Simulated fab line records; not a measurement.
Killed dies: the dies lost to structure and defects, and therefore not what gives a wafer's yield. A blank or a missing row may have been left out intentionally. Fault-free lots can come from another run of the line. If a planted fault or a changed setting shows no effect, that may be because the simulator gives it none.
fab line records + flow sky130
record
- lots=14
- wafers=42
- last_day=50
route steps=708 shown FIELD_ISO@14 DNWELL@44 PWDE@53
lots with no fault: from the same line, run without faults
start_h: the number of hours between the record's first day and the start of the first shown wafer of the lot + wait_h: hours since the lot's step before + " repeats the value in the row above + L1.1+2: a row that stands for several wafers + - no value, or no start was given + * or withheld: withheld + < > ~ a bound
route shown NAME@n: NAME is a module with steps in the file, n the number in the route of the first one + usual: average and standard deviation across the fault-free wafers + same: alike in all rows + chamber/n: place in a boat + sites: the reading at each site + _std_site: their standard deviation + _edge_site: inner sites' mean taken away from outer sites' mean + radius_mm: how far each site lies from the wafer's centre + mask NAME#n: copy n + behind: the most recent tool/chamber to have shaped the wafer + hold: the reason the lot was held/the length of the hold in hours/how it ended + device: which transistor (n, p or np) failed to switch + end of line: at the end of the route, the tests of the same wafers + a step with no rows: only its recipe + killed: at the first sort, the dies lost to defects and structure; wafer yield is something else + map: per-die view of a wafer (x killed, . not killed, _ where there is no die)
set.NAME: the setting as run; set.NAME@STEP: as run at that earlier step + model.NAME: the simulator's own value behind a step, which no gauge read
the route's steps for a sample of lots (tables are steps, rows are wafers)
services: from which hour (start_h, from the record's first day; less than 0 if before it) a tool's chamber was out of use, for how many hours, and why
## steps
# step SKY_FIELD_ISO_CD_MEAS_13
# recipe
- target_cd_nm=150
# usual
- cd_nm=149.8/1.3
| lot.wafer | tool      | chamber | start_h | wait_h | cd_nm |
|-----------|-----------|---------|---------|--------|-------|
| L181.1    | cd_sem-02 | -       | 28.56   | -      | 151.5 |
| L181.4    | "         | -       | "       | "      | 150.7 |
| L181.5    | "         | -       | "       | "      | 151.6 |
| L182.3    | cd_sem-02 | -       | 33.73   | -      | 151.6 |
| L182.4    | "         | -       | "       | "      | 151.5 |
| L182.6    | "         | -       | "       | "      | 151.8 |
| L183.1    | cd_sem-01 | -       | 39.51   | -      | 149.9 |
| L183.5    | "         | -       | "       | "      | 148.8 |
| L183.6    | "         | -       | "       | "      | 147.7 |
| L184.2    | cd_sem-02 | -       | 44.38   | -      | 152.0 |
| L184.3    | "         | -       | "       | "      | 153.1 |
| L184.4    | "         | -       | "       | "      | 151.8 |
| L185.2    | cd_sem-02 | -       | 49.68   | -      | 148.2 |
| L185.3    | "         | -       | "       | "      | 148.7 |
| L185.5    | "         | -       | "       | "      | 149.3 |
| L186.2    | cd_sem-02 | -       | 55.18   | -      | 149.2 |
| L186.3    | "         | -       | "       | "      | 149.8 |
| L186.5    | "         | -       | "       | "      | 149.8 |
| L187.2    | cd_sem-01 | -       | 59.76   | -      | 149.1 |
| L187.3    | "         | -       | "       | "      | 150.4 |
| L187.6    | "         | -       | "       | "      | 149.5 |
| L190.2    | cd_sem-01 | -       | 76.61   | -      | 149.3 |
| L190.4    | "         | -       | "       | "      | 150.8 |
| L190.5    | "         | -       | "       | "      | 150.1 |
| L191.1    | cd_sem-01 | -       | 83.26   | -      | 148.6 |
| L191.3    | "         | -       | "       | "      | 148.1 |
| L191.5    | "         | -       | "       | "      | 147.8 |
| L193.1    | cd_sem-02 | -       | 91.56   | -      | 153.4 |
| L193.2    | "         | -       | "       | "      | 150.5 |
| L193.4    | "         | -       | "       | "      | 151.7 |
| L198.1    | cd_sem-01 | -       | 119.49  | -      | 150.0 |
| L198.3    | "         | -       | "       | "      | 150.6 |
| L198.4    | "         | -       | "       | "      | 150.7 |
| L199.3    | cd_sem-02 | -       | 125.10  | -      | 149.1 |
| L199.4    | "         | -       | "       | "      | 148.9 |
| L199.6    | "         | -       | "       | "      | 149.5 |
| L200.1    | cd_sem-01 | -       | 129.89  | -      | 150.7 |
| L200.2    | "         | -       | "       | "      | 150.4 |
| L200.5    | "         | -       | "       | "      | 151.9 |
| L204.2    | cd_sem-02 | -       | 148.29  | -      | 150.0 |
| L204.3    | "         | -       | "       | "      | 149.9 |
| L204.5    | "         | -       | "       | "      | 149.1 |
# step SKY_FIELD_ISO_THK_MEAS_25
# recipe
- reads=SiO2_of_FIELD_ISO_CVD_24
# usual
- FIELD_ISO_CVD_24_THK=593/5.2
| lot.wafer | tool          | chamber | start_h | wait_h | FIELD_ISO_CVD_24_THK[nm] |
|-----------|---------------|---------|---------|--------|--------------------------|
| L181.1    | film_metro-01 | -       | 30.54   | 0.0    | 600                      |
| L181.4    | "             | -       | "       | "      | 594                      |
| L181.5    | "             | -       | "       | "      | 600                      |
| L182.3    | film_metro-03 | -       | 36.28   | 0.1    | 587                      |
| L182.4    | "             | -       | "       | "      | 591                      |
| L182.6    | "             | -       | "       | "      | 594                      |
| L183.1    | film_metro-01 | -       | 42.35   | 0.0    | 595                      |
| L183.5    | "             | -       | "       | "      | 594                      |
| L183.6    | "             | -       | "       | "      | 596                      |
| L184.2    | film_metro-03 | -       | 46.47   | 0.0    | 596                      |
| L184.3    | "             | -       | "       | "      | 597                      |
| L184.4    | "             | -       | "       | "      | 594                      |
| L185.2    | film_metro-04 | -       | 53.01   | 0.0    | 590                      |
| L185.3    | "             | -       | "       | "      | 598                      |
| L185.5    | "             | -       | "       | "      | 592                      |
| L186.2    | film_metro-04 | -       | 57.95   | 0.0    | 604                      |
| L186.3    | "             | -       | "       | "      | 596                      |
| L186.5    | "             | -       | "       | "      | 603                      |
| L187.2    | film_metro-04 | -       | 65.90   | 0.0    | 586                      |
| L187.3    | "             | -       | "       | "      | 589                      |
| L187.6    | "             | -       | "       | "      | 590                      |
| L190.2    | film_metro-03 | -       | 79.82   | 0.0    | 593                      |
| L190.4    | "             | -       | "       | "      | 593                      |
| L190.5    | "             | -       | "       | "      | 590                      |
| L191.1    | film_metro-04 | -       | 87.23   | 0.0    | 592                      |
| L191.3    | "             | -       | "       | "      | 587                      |
| L191.5    | "             | -       | "       | "      | 596                      |
| L193.1    | film_metro-03 | -       | 95.79   | 0.0    | 591                      |
| L193.2    | "             | -       | "       | "      | 595                      |
| L193.4    | "             | -       | "       | "      | 598                      |
| L198.1    | film_metro-04 | -       | 122.94  | 0.0    | 585                      |
| L198.3    | "             | -       | "       | "      | 592                      |
| L198.4    | "             | -       | "       | "      | 587                      |
| L199.3    | film_metro-03 | -       | 127.32  | 0.1    | 585                      |
| L199.4    | "             | -       | "       | "      | 586                      |
| L199.6    | "             | -       | "       | "      | 587                      |
| L200.1    | film_metro-01 | -       | 133.62  | 0.0    | 588                      |
| L200.2    | "             | -       | "       | "      | 591                      |
| L200.5    | "             | -       | "       | "      | 588                      |
| L204.2    | film_metro-01 | -       | 150.25  | 0.0    | 595                      |
| L204.3    | "             | -       | "       | "      | 592                      |
| L204.5    | "             | -       | "       | "      | 598                      |
# step SKY_DNWELL_TW_MEAS_09
# usual
- DNWELL_TW=1106/7.9
| lot.wafer | tool          | chamber | start_h | wait_h | DNWELL_TW |
|-----------|---------------|---------|---------|--------|-----------|
| L181.1    | film_metro-02 | -       | 51.81   | 0.1    | 1112      |
| L181.4    | "             | -       | "       | "      | 1113      |
| L181.5    | "             | -       | "       | "      | 1118      |
| L182.3    | film_metro-03 | -       | 56.98   | 0.1    | 1104      |
| L182.4    | "             | -       | "       | "      | 1103      |
| L182.6    | "             | -       | "       | "      | 1103      |
| L183.1    | film_metro-02 | -       | 62.77   | 0.1    | 1111      |
| L183.5    | "             | -       | "       | "      | 1110      |
| L183.6    | "             | -       | "       | "      | 1113      |
| L184.2    | film_metro-02 | -       | 66.17   | 0.1    | 1108      |
| L184.3    | "             | -       | "       | "      | 1106      |
| L184.4    | "             | -       | "       | "      | 1107      |
| L185.2    | film_metro-04 | -       | 72.87   | 0.1    | 1099      |
| L185.3    | "             | -       | "       | "      | 1107      |
| L185.5    | "             | -       | "       | "      | 1104      |
| L186.2    | film_metro-02 | -       | 83.62   | 0.1    | 1113      |
| L186.3    | "             | -       | "       | "      | 1113      |
| L186.5    | "             | -       | "       | "      | 1116      |
| L187.2    | film_metro-02 | -       | 89.72   | 0.1    | 1108      |
| L187.3    | "             | -       | "       | "      | 1112      |
| L187.6    | "             | -       | "       | "      | 1112      |
| L190.2    | film_metro-04 | -       | 102.67  | 0.1    | 1091      |
| L190.4    | "             | -       | "       | "      | 1086      |
| L190.5    | "             | -       | "       | "      | 1088      |
| L191.1    | film_metro-03 | -       | 113.52  | 0.1    | 1117      |
| L191.3    | "             | -       | "       | "      | 1119      |
| L191.5    | "             | -       | "       | "      | 1109      |
| L193.1    | film_metro-03 | -       | 118.61  | 0.1    | 1109      |
| L193.2    | "             | -       | "       | "      | 1108      |
| L193.4    | "             | -       | "       | "      | 1103      |
| L198.1    | film_metro-04 | -       | 147.87  | 0.1    | 1106      |
| L198.3    | "             | -       | "       | "      | 1101      |
| L198.4    | "             | -       | "       | "      | 1100      |
| L199.3    | film_metro-04 | -       | 151.23  | 0.1    | 1093      |
| L199.4    | "             | -       | "       | "      | 1092      |
| L199.6    | "             | -       | "       | "      | 1093      |
| L200.1    | film_metro-04 | -       | 159.91  | 0.1    | 1098      |
| L200.2    | "             | -       | "       | "      | 1095      |
| L200.5    | "             | -       | "       | "      | 1096      |
| L204.2    | film_metro-02 | -       | 176.83  | 0.1    | 1117      |
| L204.3    | "             | -       | "       | "      | 1113      |
| L204.5    | "             | -       | "       | "      | 1118      |
# step SKY_PWDE_IMPLANT_08
# recipe
- species=B
- energy_kev=150
- dose_cm2=3.6e+12
- tilt_deg=withheld
# usual
- beam_energy_keV=150.00/0.05
| lot.wafer | tool         | chamber | start_h | wait_h | beam_energy_keV |
|-----------|--------------|---------|---------|--------|-----------------|
| L181.1    | implanter-02 | 0       | 67.25   | 0.0    | 150.01          |
| L181.4    | "            | 0       | "       | "      | 150.02          |
| L181.5    | "            | 0       | "       | "      | 150.01          |
| L182.3    | implanter-04 | 0       | 73.04   | 0.1    | 149.98          |
| L182.4    | "            | 0       | "       | "      | 150.04          |
| L182.6    | "            | 0       | "       | "      | 149.98          |
| L183.1    | implanter-02 | 0       | 78.75   | 0.0    | 149.94          |
| L183.5    | "            | 0       | "       | "      | 150.02          |
| L183.6    | "            | 0       | "       | "      | 150.00          |
| L184.2    | implanter-04 | 0       | 82.40   | 0.0    | 150.02          |
| L184.3    | "            | 0       | "       | "      | 150.02          |
| L184.4    | "            | 0       | "       | "      | 150.03          |
| L185.2    | implanter-01 | 0       | 88.82   | 0.0    | 149.98          |
| L185.3    | "            | 0       | "       | "      | 150.02          |
| L185.5    | "            | 0       | "       | "      | 150.03          |
| L186.2    | implanter-04 | 0       | 99.32   | 0.0    | 150.02          |
| L186.3    | "            | 0       | "       | "      | 150.04          |
| L186.5    | "            | 0       | "       | "      | 149.98          |
| L187.2    | implanter-04 | 0       | 107.27  | 0.0    | 150.06          |
| L187.3    | "            | 0       | "       | "      | 150.00          |
| L187.6    | "            | 0       | "       | "      | 149.95          |
| L190.2    | implanter-04 | 0       | 120.22  | 0.0    | 143.50          |
| L190.4    | "            | 0       | "       | "      | 143.57          |
| L190.5    | "            | 0       | "       | "      | 143.56          |
| L191.1    | implanter-02 | 0       | 132.10  | 0.0    | 150.00          |
| L191.3    | "            | 0       | "       | "      | 149.98          |
| L191.5    | "            | 0       | "       | "      | 150.07          |
| L193.1    | implanter-04 | 0       | 137.17  | 0.0    | 143.58          |
| L193.2    | "            | 0       | "       | "      | 143.55          |
| L193.4    | "            | 0       | "       | "      | 143.56          |
| L198.1    | implanter-01 | 0       | 167.79  | 0.0    | 150.00          |
| L198.3    | "            | 0       | "       | "      | 149.95          |
| L198.4    | "            | 0       | "       | "      | 149.96          |
| L199.3    | implanter-02 | 0       | 171.14  | 0.1    | 149.99          |
| L199.4    | "            | 0       | "       | "      | 149.96          |
| L199.6    | "            | 0       | "       | "      | 150.00          |
| L200.1    | implanter-01 | 0       | 179.62  | 0.0    | 150.05          |
| L200.2    | "            | 0       | "       | "      | 149.97          |
| L200.5    | "            | 0       | "       | "      | 150.09          |
| L204.2    | implanter-02 | 0       | 198.62  | 0.0    | 150.01          |
| L204.3    | "            | 0       | "       | "      | 149.97          |
| L204.5    | "            | 0       | "       | "      | 149.99          |
## services
| tool         | chamber | start_h | hours | kind   |
|--------------|---------|---------|-------|--------|
| implanter-02 | -       | 53.86   | 1.8   | repair |
| implanter-01 | -       | 99.24   | 2.4   | repair |
| implanter-02 | -       | 121.01  | 4.1   | repair |
| implanter-01 | -       | 128.74  | 2.6   | repair |
## key
first_sign
- step=SKY_PWDE_IMPLANT_08
- reading=beam_energy_keV
- direction=down
- sigmas=99+
- usual=*
- struck=*
effect none on later readings
met_at SKY_PWDE_IMPLANT_08
struck_lots L190,L193
tester_left_out L190,L193
not_acting_at SKY_FIELD_ISO_CD_MEAS_13,SKY_FIELD_ISO_THK_MEAS_25,SKY_DNWELL_TW_MEAS_09
onset_between 107.27 120.22
fault
- kind=process_parameter_drift
- tool=implanter-04
- chamber=-
- onset_h=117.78
- steps=SKY_PWDE_IMPLANT_08
- channel=energy_kev
- offset=*
- shape=step
- end_h=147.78
- acts_in=*
- stated=*
# tester_left_out: of these lots the tester's yield and bins aren't shown, on N5 and GAA mostly nor the transistor test; their killed dies are dies lost to structure and defects alone, not to doping, threshold or leakage, so they don't give the yield
